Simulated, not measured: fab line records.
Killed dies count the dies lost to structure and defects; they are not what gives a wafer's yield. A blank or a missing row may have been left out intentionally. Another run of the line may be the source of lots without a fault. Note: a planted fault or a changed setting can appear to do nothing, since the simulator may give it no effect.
Check of tool commonality	flow sky130	12 lots and 36 wafers in the sample

== REASON FOR OPENING ==
2 of 12 lots carry a flag on the reading DNWELL_TW at SKY_DNWELL_TW_MEAS_09. Fault-free wafers read 1118, with a standard deviation of 6.7.
Rule: a lot is flagged in two cases, either no wafer of it has a number, or all its wafers with numbers fall more than 4 standard deviations from that mean. The rest of the lots are taken to be sound.

lot	measured	on	DNWELL_TW, wafer by wafer	flag
L797	day 3 06:56	filmMetro-04	1120 1123 1123	
L798	day 3 14:16	filmMetro-04	1132 1130 1131	
L799	day 3 19:29	filmMetro-04	1123 1120 1118	
L802	day 4 08:46	filmMetro-04	1123 1122 1117	
L803	day 4 15:16	filmMetro-02	1121 1120 1119	
L804	day 4 22:26	filmMetro-02	1123 1114 1122	
L810	day 6 01:29	filmMetro-04	1116 1118 1117	
L811	day 6 07:36	filmMetro-02	1171 1170 1172	FLAGGED
L812	day 6 14:17	filmMetro-02	1175 1165 1165	FLAGGED
L816	day 7 10:22	filmMetro-02	1100 1113 1103	
L818	day 7 21:56	filmMetro-01	1124 1116 1117	
L820	day 8 16:19	filmMetro-02	1116 1121 1112	
The mean of the flagged lots' numbers is 1170, +52 from the usual (+8 standard deviations).

== LOT BY LOT: THE TOOL USED ==
The record keeps 1 process step preceding the reading, out of 708 steps on the route. Cell contents, in order: the tool; ch with the chambers the sampled wafers went through; the start.
lot	flag	SKY_DNWELL_IMPLANT_07
L797		implanter-01 ch 0, day 3 06:43
L798		implanter-04 ch 0, day 3 14:02
L799		implanter-04 ch 0, day 3 19:14
L802		implanter-02 ch 0, day 4 08:31
L803		implanter-01 ch 0, day 4 15:01
L804		implanter-01 ch 0, day 4 22:13
L810		implanter-01 ch 0, day 6 01:16
L811	FLAGGED	implanter-04 ch 0, day 6 07:23
L812	FLAGGED	implanter-04 ch 0, day 6 14:04
L816		implanter-01 ch 0, day 7 10:07
L818		implanter-01 ch 0, day 7 21:44
L820		implanter-01 ch 0, day 8 16:04
What these steps do:
- SKY_DNWELL_IMPLANT_07
- SKY_DNWELL_TW_MEAS_09

== FLAGGED AGAINST TOTAL, ONE TOOL AT A TIME (gauges that did the reading follow at the end) ==
step	tool	lots run	flagged	share of the flagged lots	sound lots run after its first flagged lot
SKY_DNWELL_IMPLANT_07	implanter-01	7	0	none	-
SKY_DNWELL_IMPLANT_07	implanter-02	1	0	none	-
SKY_DNWELL_IMPLANT_07	implanter-04	4	2	all	0
SKY_DNWELL_TW_MEAS_09	filmMetro-01	1	0	none	-
SKY_DNWELL_TW_MEAS_09	filmMetro-02	6	2	all	2 (L816,L820)
SKY_DNWELL_TW_MEAS_09	filmMetro-04	5	0	none	-

== WHAT THE TABLE PERMITS ==
Rows of the table that ran all the flagged lots, 2 in number: implanter-04 at SKY_DNWELL_IMPLANT_07; filmMetro-02 at SKY_DNWELL_TW_MEAS_09.
- implanter-04 at SKY_DNWELL_IMPLANT_07: 2 of its 4 lots flagged. Last sound lot L799 at day 3 19:14, first flagged lot L811 at day 6 07:23; a fault beginning in between fits.
- filmMetro-02 at SKY_DNWELL_TW_MEAS_09: 2 of its 6 lots flagged. Sound lots followed the first flagged one (L816, L820) on it, something a lasting fault affecting the whole tool could not allow.
What remains is a single tool, implanter-04 at SKY_DNWELL_IMPLANT_07.

== WHAT THE SIMULATOR HAD PUT IN ==
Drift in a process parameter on implanter-04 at SKY_DNWELL_IMPLANT_07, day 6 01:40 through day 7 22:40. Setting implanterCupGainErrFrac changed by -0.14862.
Struck lots among those shown: L811, L812. The rule given above showed the same thing.
